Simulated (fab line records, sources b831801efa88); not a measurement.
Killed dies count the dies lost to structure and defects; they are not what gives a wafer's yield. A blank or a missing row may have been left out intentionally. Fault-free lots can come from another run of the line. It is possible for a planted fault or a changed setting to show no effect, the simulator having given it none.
What tool caused it?    flow gf180mcu    6 lots, 18 wafers sampled, at 4 steps of a route of 602

WHAT THE GAUGES READ, wafer by wafer
GF_MIM_THK_MEAS_06.
lot   measured      on             MIM_CVD_05_THK (nm)
L267  day 25 08:59  film metro-04  41.9 42.3 42.3
L269  day 26 09:43  film metro-02  41.7 41.3 41.7
L271  day 27 01:43  film metro-01  41.2 42.3 42.5
L273  day 27 10:01  film metro-01  41.3 41.8 41.4
L282  day 30 12:22  film metro-02  42.6 42.5 42.8
L285  day 30 22:53  film metro-01  42.3 41.9 42.8

WHAT TOOL EACH LOT RAN ON (gives the tool, then ch and the chambers of the sampled wafers, and finally the start)
lot   GF_V3_CMP_26                   GF_M4_SPUTTER_00              GF_MIM_CVD_05
L267  cmp-01 ch 0,1, day 23 08:37    pvd sputter-04, day 23 08:52  pecvd-03 ch 0,1, day 25 08:55
L269  cmp-01 ch 2,3, day 24 12:05    pvd sputter-04, day 24 12:23  pecvd-03 ch 0,2, day 26 09:28
L271  cmp-02 ch 0,1, day 25 05:11    pvd sputter-04, day 25 05:29  pecvd-04 ch 1,2, day 27 01:40
L273  cmp-01 ch 1,2,3, day 25 13:22  pvd sputter-03, day 25 13:37  pecvd-03 ch 0,1,2, day 27 09:58
L282  cmp-01 ch 0,3, day 28 19:26    pvd sputter-01, day 28 19:41  pecvd-02 ch 0,1, day 30 12:20
L285  cmp-02 ch 1,2, day 29 06:33    pvd sputter-04, day 29 06:51  pecvd-02 ch 0,1, day 30 22:51
- GF_V3_CMP_26: polishes, stops on SiO2, t overpolish 15 s, target thk 0 nm.
- GF_M4_SPUTTER_00: material Ti, target thk 37.5 nm, time 150 s.
- GF_MIM_CVD_05: deposits Si3N4, target thk 42 nm, time 29.086 s.

THE ANSWER, worked out from the rows above alone
Rule: usual is defined by the lots themselves. Put in order of their means at a reading, lots are off if they are a third of the lots or fewer, leave a main group of 4 or more, and stand apart from it by a gap of 3 or more times the standard deviation of the main group's means; of several such gaps the widest counts. The tables above print the reading to a certain number of digits; a main group whose means all agree to those digits is not used. A lot without any number at a reading at which 4 lots or more have one is off too. Any other lot the step has rows for is counted as sound.
No lot is off on any of the readings shown, so nothing can be concluded from this.

WHAT THE SIMULATOR PUT IN
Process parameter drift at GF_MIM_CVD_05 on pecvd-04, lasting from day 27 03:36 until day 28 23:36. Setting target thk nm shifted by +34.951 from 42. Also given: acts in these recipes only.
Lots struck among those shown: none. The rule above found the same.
